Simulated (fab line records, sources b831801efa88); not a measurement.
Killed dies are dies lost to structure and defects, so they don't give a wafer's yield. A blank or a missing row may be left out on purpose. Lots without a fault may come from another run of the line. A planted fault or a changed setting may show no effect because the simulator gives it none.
fab line records | flow sky130
record lots=12 wafers=36 last_day=50
route steps=708 shown FIELD_ISO@14 NWELL@64 PWDE@84 VT_ADJUST_PCH@153
lots that met no fault: from a run of the same line without faults
start_h: hours from the record's first day to the start of the lot's first wafer shown | wait_h: hours since the lot's step before | " the same as in the row above | L1.1+2: a row that stands for several wafers | - no value, or no start given | * or withheld: withheld | < > ~ a bound
route shown NAME@n: a module of which the file shows steps, and the number in the route of the first | usual: mean/standard deviation of fault-free wafers | same: alike in all rows | chamber/n: place in a boat | sites: the reading at each site | _std_site: their standard deviation | _edge_site: outer sites' mean less inner sites' | radius_mm: how far each site lies from the wafer's centre | mask NAME#n: copy n | behind: the tool/chamber that last shaped the wafer | hold: why the lot was held/for how many hours/how that ended | device: the transistor (n, p or np) that didn't switch | end of line: the same wafers' tests at the end of the route | a step without rows: its recipe alone | killed: dies lost to structure and defects at the first sort, not the wafer's yield | map: a wafer's dies, x killed, . not, _ none there
set.NAME: the setting as run; set.NAME@STEP: as run at that earlier step | model.NAME: the simulator's own value behind a step, which no gauge read
steps of the route over a sample of lots; a table a step, a row a wafer
services: from which hour (start_h, from the record's first day; less than 0 if before it) a tool's chamber was out of use, for how many hours, and why
## steps
# step SKY_FIELD_ISO_CD_MEAS_13
# recipe target_cd_nm=150
# usual cd_nm=149.6/1.3
# columns lot.wafer tool chamber start_h wait_h cd_nm
L528.2 cd_sem-02 - 71.52 - 149.5
L528.3 " - " " 151.1
L528.5 " - " " 150.7
L529.1 cd_sem-01 - 79.80 - 150.4
L529.5 " - " " 149.1
L529.6 " - " " 149.9
L532.1 cd_sem-02 - 90.63 - 149.2
L532.3 " - " " 147.9
L532.5 " - " " 148.3
L533.1 cd_sem-02 - 95.08 - 151.2
L533.3 " - " " 150.6
L533.6 " - " " 149.6
L534.2 cd_sem-02 - 100.40 - 148.0
L534.3 " - " " 146.2
L534.4 " - " " 148.6
L536.1 cd_sem-01 - 114.20 - 149.6
L536.4 " - " " 149.0
L536.5 " - " " 150.0
L537.2 cd_sem-02 - 119.07 - 149.9
L537.4 " - " " 148.0
L537.6 " - " " 149.8
L538.1 cd_sem-01 - 121.65 - 149.2
L538.2 " - " " 147.9
L538.4 " - " " 148.0
L539.1 cd_sem-01 - 131.30 - 149.0
L539.2 " - " " 150.0
L539.6 " - " " 149.3
L541.1 cd_sem-01 - 137.53 - 152.0
L541.3 " - " " 151.6
L541.5 " - " " 152.6
L542.1 cd_sem-02 - 143.05 - 150.6
L542.5 " - " " 150.9
L542.6 " - " " 151.3
L543.2 cd_sem-01 - 146.95 - 150.6
L543.3 " - " " 150.7
L543.4 " - " " 149.2
# step SKY_NWELL_IMPLANT_11
# recipe species=P energy_kev=400 dose_cm2=1.9e+13 tilt_deg=withheld
# usual beam_energy_keV=399.99/0.12 end_station_pressure_torr=5.08e-06/2.8e-07
# columns lot.wafer tool chamber start_h wait_h beam_energy_keV end_station_pressure_torr
L528.2 implanter-04 0 136.57 0.0 490.35 5.49e-06
L528.3 " 0 " " 490.43 5.17e-06
L528.5 " 0 " " 490.28 5.09e-06
L529.1 implanter-04 0 144.12 0.0 490.53 4.62e-06
L529.5 " 0 " " 490.28 5.12e-06
L529.6 " 0 " " 490.41 5.31e-06
L532.1 implanter-01 0 157.07 0.0 400.02 4.85e-06
L532.3 " 0 " " 399.99 4.78e-06
L532.5 " 0 " " 400.07 5.25e-06
L533.1 implanter-02 0 161.72 0.0 399.97 5.19e-06
L533.3 " 0 " " 399.86 4.93e-06
L533.6 " 0 " " 399.86 5.03e-06
L534.2 implanter-02 0 166.49 0.0 399.91 4.75e-06
L534.3 " 0 " " 399.74 5.09e-06
L534.4 " 0 " " 400.00 5.36e-06
L536.1 implanter-01 0 180.82 0.0 400.02 5.76e-06
L536.4 " 0 " " 399.98 4.85e-06
L536.5 " 0 " " 400.00 5e-06
L537.2 implanter-01 0 186.07 0.0 400.08 5.48e-06
L537.4 " 0 " " 400.09 5.2e-06
L537.6 " 0 " " 399.98 5.71e-06
L538.1 implanter-02 0 192.12 0.0 399.95 4.91e-06
L538.2 " 0 " " 399.97 5.11e-06
L538.4 " 0 " " 399.93 5.27e-06
L539.1 implanter-02 0 204.42 0.0 400.02 4.89e-06
L539.2 " 0 " " 399.97 5.4e-06
L539.6 " 0 " " 399.77 5.28e-06
L541.1 implanter-02 0 210.97 0.0 399.89 5.36e-06
L541.3 " 0 " " 399.82 5.01e-06
L541.5 " 0 " " 399.80 4.81e-06
L542.1 implanter-01 0 214.32 0.0 400.09 4.76e-06
L542.5 " 0 " " 400.27 5.59e-06
L542.6 " 0 " " 400.16 5.08e-06
L543.2 implanter-01 0 218.09 0.0 399.96 4.95e-06
L543.3 " 0 " " 400.28 5.31e-06
L543.4 " 0 " " 400.16 5.16e-06
# step SKY_NWELL_RS_MEAS_29
# recipe thk_meas_gauge=four-point-probe
# usual NWELL_RS=624.4/1.5
# columns lot.wafer tool chamber start_h wait_h NWELL_RS[ohm/sq]
L528.2 film_metro-02 - 157.55 0.2 595.9
L528.3 " - " " 597.3
L528.5 " - " " 595.1
L529.1 film_metro-02 - 165.43 0.2 598.9
L529.5 " - " " 599.1
L529.6 " - " " 600.4
L532.1 film_metro-02 - 178.88 0.1 624.1
L532.3 " - " " 625.1
L532.5 " - " " 623.5
L533.1 film_metro-04 - 183.18 0.1 624.7
L533.3 " - " " 625.2
L533.6 " - " " 623.7
L534.2 film_metro-01 - 188.40 0.1 620.9
L534.3 " - " " 624.7
L534.4 " - " " 623.3
L536.1 film_metro-01 - 202.65 0.1 625.9
L536.4 " - " " 626.2
L536.5 " - " " 625.7
L537.2 film_metro-02 - 207.40 0.1 623.4
L537.4 " - " " 624.8
L537.6 " - " " 622.9
L538.1 film_metro-04 - 213.33 0.1 622.4
L538.2 " - " " 623.4
L538.4 " - " " 624.8
L539.1 film_metro-04 - 226.30 0.1 623.9
L539.2 " - " " 625.2
L539.6 " - " " 625.1
L541.1 film_metro-04 - 233.88 0.1 622.8
L541.3 " - " " 623.2
L541.5 " - " " 623.0
L542.1 film_metro-04 - 236.66 0.1 625.6
L542.5 " - " " 626.1
L542.6 " - " " 623.9
L543.2 film_metro-02 - 242.05 0.1 622.9
L543.3 " - " " 622.9
L543.4 " - " " 623.9
# step SKY_NWELL_RS_MEAS_31
# recipe thk_meas_gauge=four-point-probe
# usual PWDE_RS=5270/16
# columns lot.wafer tool chamber start_h wait_h PWDE_RS[ohm/sq]
L528.2 film_metro-02 - 157.79 0.1 5274
L528.3 " - " " 5298
L528.5 " - " " 5294
L529.1 film_metro-02 - 165.67 0.1 5267
L529.5 " - " " 5234
L529.6 " - " " 5260
L532.1 film_metro-02 - 179.12 0.1 5273
L532.3 " - " " 5267
L532.5 " - " " 5272
L533.1 film_metro-04 - 183.42 0.1 5261
L533.3 " - " " 5285
L533.6 " - " " 5275
L534.2 film_metro-01 - 188.64 0.1 5299
L534.3 " - " " 5292
L534.4 " - " " 5310
L536.1 film_metro-01 - 202.89 0.1 5277
L536.4 " - " " 5273
L536.5 " - " " 5270
L537.2 film_metro-02 - 207.64 0.1 5276
L537.4 " - " " 5273
L537.6 " - " " 5276
L538.1 film_metro-04 - 213.57 0.1 5277
L538.2 " - " " 5279
L538.4 " - " " 5257
L539.1 film_metro-04 - 226.54 0.1 5268
L539.2 " - " " 5274
L539.6 " - " " 5272
L541.1 film_metro-04 - 234.12 0.1 5287
L541.3 " - " " 5290
L541.5 " - " " 5294
L542.1 film_metro-04 - 236.90 0.1 5266
L542.5 " - " " 5277
L542.6 " - " " 5244
L543.2 film_metro-02 - 242.29 0.1 5259
L543.3 " - " " 5256
L543.4 " - " " 5249
# step SKY_VT_ADJUST_PCH_TW_MEAS_10
# usual VT_ADJUST_PCH_TW=142.9/2.1
# columns lot.wafer tool chamber start_h wait_h VT_ADJUST_PCH_TW
L528.2 film_metro-03 - 293.23 0.1 145.2
L528.3 " - " " 145.5
L528.5 " - " " 146.4
L529.1 film_metro-01 - 300.44 0.1 138.9
L529.5 " - " " 140.5
L529.6 " - " " 139.9
L532.1 film_metro-03 - 320.72 0.1 144.9
L532.3 " - " " 144.1
L532.5 " - " " 144.0
L533.1 film_metro-04 - 324.03 0.1 144.5
L533.3 " - " " 144.5
L533.6 " - " " 144.3
L534.2 film_metro-01 - 334.59 0.1 141.2
L534.3 " - " " 141.3
L534.4 " - " " 140.8
L536.1 film_metro-04 - 351.22 0.1 144.8
L536.4 " - " " 144.9
L536.5 " - " " 145.6
L537.2 film_metro-04 - 355.05 0.1 144.4
L537.4 " - " " 144.2
L537.6 " - " " 145.0
L538.1 film_metro-04 - 363.63 0.1 145.2
L538.2 " - " " 145.5
L538.4 " - " " 144.8
L539.1 film_metro-04 - 378.92 0.1 145.3
L539.2 " - " " 145.2
L539.6 " - " " 144.6
L541.1 film_metro-01 - 390.67 0.1 141.3
L541.3 " - " " 140.5
L541.5 " - " " 140.7
L542.1 film_metro-01 - 393.29 0.1 141.2
L542.5 " - " " 141.2
L542.6 " - " " 140.8
L543.2 film_metro-01 - 399.05 0.1 140.8
L543.3 " - " " 141.1
L543.4 " - " " 140.6
## services
# columns tool chamber start_h hours kind
implanter-01 - 127.23 0.7 repair
implanter-04 - 127.55 3.6 pm
implanter-04 - 193.37 4.9 repair
implanter-04 - 213.44 3.6 repair
## key
first_sign step=SKY_NWELL_IMPLANT_11 reading=beam_energy_keV direction=up sigmas=99+ usual=* struck=*
effect step=SKY_NWELL_RS_MEAS_29 reading=NWELL_RS direction=down sigmas=17 usual=624.4 struck=597.8
met_at SKY_NWELL_IMPLANT_11
struck_lots L528,L529
tester_left_out L528,L529
not_acting_at SKY_FIELD_ISO_CD_MEAS_13,SKY_NWELL_RS_MEAS_31,SKY_VT_ADJUST_PCH_TW_MEAS_10
fault kind=process_parameter_drift tool=implanter-04 chamber=- onset_h=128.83 steps=SKY_NWELL_IMPLANT_11 channel=energy_kev offset=* shape=step end_h=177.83 acts_in=* stated=*
# tester_left_out: of these lots the tester's yield and bins aren't shown, on N5 and GAA mostly nor the transistor test; their killed dies are dies lost to structure and defects alone, not to doping, threshold or leakage, so they don't give the yield
